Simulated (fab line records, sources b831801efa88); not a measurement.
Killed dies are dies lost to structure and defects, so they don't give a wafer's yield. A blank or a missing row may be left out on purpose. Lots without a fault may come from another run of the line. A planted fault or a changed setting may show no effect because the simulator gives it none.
A struck lot beside a sound one | flow sky130 | 41 steps out of a route of 708
Sound: wafers L937.1, L937.2, L937.3. Struck: wafers L941.1, L941.4, L941.6. The cause comes at the end.
At each step with rows: each side's tool, then ch and its chambers, then its first start. Under that, the readings that differ: sound wafers | struck wafers | difference of the means | sigmas: that difference in standard deviations of wafers without a fault.
alike: readings whose means differ by less than 2 such deviations, and words and numbers that are the same on both sides. not compared: withheld readings, readings that some wafer has no value for, bounds like >300 that may hide the same value, and numbers for which the record gives no deviation and whose values overlap.
The two part at a step that has a row with sigmas, a row that says differs or no value, or rows on one side only. Numbers that don't overlap but have no deviation are shown without sigmas and don't part them. A reading that every wafer of one side lacks parts them only if that side has two wafers or more.

first, 6 steps without rows for these wafers: SKY_VIA2_ETCH_15 (etches SiO2 in C4F8/O2/Ar, stops on TiN, target depth 546 nm, time 84 s); SKY_VIA2_STRIP_16 (strips in O2/N2); SKY_VIA2_STRIP_17 (strips in post etch residue remover, time 1200 s); SKY_VIA2_CLEAN_18 (cleans in IPA, time 180 s); SKY_VIA2_CLEAN_19 (cleans in O3/DIW); SKY_VIA2_SPUTTER_20 (material TiN, target thk 20 nm, time 80 s).
SKY_VIA2_CVD_21: deposits W, target thk 420 nm, time 126.4 s.
  sound on cvd_w-01 ch 0,1, day 40 07:44; struck on cvd_w-02 ch 0, day 40 18:44
  alike: heater_power_w
SKY_VIA2_RS_MEAS_22: measures by four-point-probe.
  sound on film_metro-03, day 40 07:52; struck on film_metro-02, day 40 18:52
  alike: VIA2_W_RS
SKY_VIA2_THK_MEAS_23: measures by xrf.
  sound on film_metro-03, day 40 07:59; struck on film_metro-02, day 40 18:59
  alike: VIA2_W_THK
then, 2 steps without rows for these wafers: SKY_VIA2_CMP_24 (polishes, stops on SiO2, t overpolish 20 s, target thk 0 nm); SKY_METAL3_SPUTTER_00 (material Ti, target thk 15 nm, time 10 s).
SKY_METAL3_SPUTTER_01: material TiN, target thk 20 nm, time 16.7 s.
  sound on pvd_sputter-02, day 40 08:22; struck on pvd_sputter-01, day 40 19:23
  alike: cathode_dc_power_W, chamber_pressure_pa, throttle_valve_pct
SKY_METAL3_SPUTTER_02: material AlCu, target thk 735 nm, time 39.1 s.
  sound on pvd_sputter-02, day 40 08:23; struck on pvd_sputter-01, day 40 19:24
  no value came back on the struck wafers for cathode_dc_power_W (W), chamber_pressure_pa (Pa), throttle_valve_pct (%); on the sound wafers cathode_dc_power_W (W) reads 10975 10978 10981
then, 2 steps without rows for these wafers: SKY_METAL3_SPUTTER_03 (material Ti, target thk 5 nm, time 3.3 s); SKY_METAL3_SPUTTER_04 (material TiN, target thk 70 nm, time 58.3 s).
SKY_CAPM_CVD_00: deposits SiO2, target thk 15.5 nm.
  sound on pecvd-04 ch 0,1,2, day 40 08:29; struck on pecvd-04 ch 0,1, day 40 19:31
  alike: heater_power_w
then, 8 steps without rows for these wafers: SKY_CAPM_SPUTTER_02 (material TiN, target thk 200 nm, time 166.7 s); SKY_CAPM_DEHYDRATE_05 (time 60 s); SKY_CAPM_HMDS_06 (prime time 60 s); SKY_CAPM_COAT_07 (resist thk 1140 nm); SKY_CAPM_SOFTBAKE_08 (time 60 s); SKY_CAPM_EXPOSE_09 (exposes mask CAPM, target cd 1000 nm); SKY_CAPM_PEB_10; SKY_CAPM_DEVELOP_11 (develop time 60 s).
SKY_CAPM_OVL_MEAS_12:
  sound on overlay-02, day 41 08:13; struck on overlay-01, day 41 19:07
  reading       | sound         | struck      | difference | sigmas
  CAPM_OVL (nm) | -3.3 -2.0 0.3 | 0.3 1.6 3.7 | +3.5       | +2
SKY_CAPM_METAL_ETCH_13: etches TiN in Cl2/BCl3, stops on SiO2, target depth 220 nm, time 62.9 s.
  sound on rie_metal-04 ch 0,1, day 41 08:15; struck on rie_metal-03 ch 0,1, day 41 19:09
  alike: drypump_motor_current_A, mfc_cl2_sccm, oes_product_au, throttle_valve_pct
  not compared: rf_hours_counter_h
SKY_CAPM_STRIP_14: strips in O2/N2.
  sound on plasma_asher-02 ch 0,1, day 41 08:20; struck on plasma_asher-04 ch 0,1, day 41 19:14
  reading                      | sound             | struck            | difference | sigmas
  strip_time_to_endpoint_s (s) | 12.68 12.63 12.57 | 12.57 12.55 12.50 | -0.09      | -2
  alike: drypump_motor_current_A, o2_flow_sccm, oes_product_au
  not compared: rf_hours_counter_h
then, 11 steps without rows for these wafers: SKY_CAPM_STRIP_15 (strips in post etch residue remover, time 1200 s); SKY_CAPM_CLEAN_16 (cleans in IPA, time 180 s); SKY_CAPM_CLEAN_17 (cleans in O3/DIW); SKY_METAL3_DEHYDRATE_05 (time 60 s); SKY_METAL3_HMDS_06 (prime time 60 s); SKY_METAL3_COAT_07 (resist thk 60 nm); SKY_METAL3_COAT_08 (resist thk 1140 nm); SKY_METAL3_SOFTBAKE_09 (time 90 s); SKY_METAL3_EXPOSE_10 (exposes mask MM3, target cd 300 nm); SKY_METAL3_PEB_11; SKY_METAL3_DEVELOP_12 (develop time 60 s).
SKY_METAL3_CD_MEAS_13: target cd 300 nm.
  sound on cd_sem-02, day 42 08:50; struck on cd_sem-02, day 42 18:56
  alike: cd_nm
SKY_METAL3_METAL_ETCH_18: etches the open film in Cl2/BCl3, stops on SiO2, target depth 845 nm, time 183.1 s.
  sound on rie_metal-02 ch 0,1, day 42 09:08; struck on rie_metal-01 ch 0,1, day 42 19:14
  reading               | sound             | struck            | difference | sigmas
  oes_product_au (a.u.) | 0.889 0.893 0.889 | 0.852 0.849 0.855 | -0.038     | -5
  alike: drypump_motor_current_A, mfc_cl2_sccm, throttle_valve_pct
  not compared: rf_hours_counter_h
-- the record jumps here: 6 days lie between the struck wafers' starts before and after (it left off in module METAL3 and takes up again in module PAD_OPEN, whose first step shown is number 708 of the route) --
SKY_PAD_OPEN_PROBE_99:
  sound on prober-01, day 49 00:46; struck on prober-02, day 49 05:43
  reading                  | sound          | struck         | difference | sigmas
  defect_limited_yield (%) | 78.0 82.3 81.3 | 0 0 0          | -81        | -42
  killed_at_M0_to_M3       | 55 43 49       | 438 442 461    | +398       | +53
  killed_dies              | 108 87 92      | 492 492 492    | +396       | +42
  killed_on_rim            | 20 15 14       | 96 96 96       | +80        | +24
  sort_bin_5_function (%)  | 13.2 10.4 10.6 | 91.5 93.7 95.5 | +82.2      | +59
  sort_n_pass              | 384 405 400    | 0 0 0          | -396       | -42
  sort_yield_pct (%)       | 78.0 82.3 81.3 | 0 0 0          | -81        | -42
  alike: killed_at_M4_up, killed_at_contacts, killed_at_front_end, killed_at_other, killed_open, killed_short, sort_bin_3_pad_short, sort_bin_6_memory

WHERE THEY PART
First at SKY_METAL3_SPUTTER_02; last, within this record, at SKY_PAD_OPEN_PROBE_99.

WHY: what the simulator had put in
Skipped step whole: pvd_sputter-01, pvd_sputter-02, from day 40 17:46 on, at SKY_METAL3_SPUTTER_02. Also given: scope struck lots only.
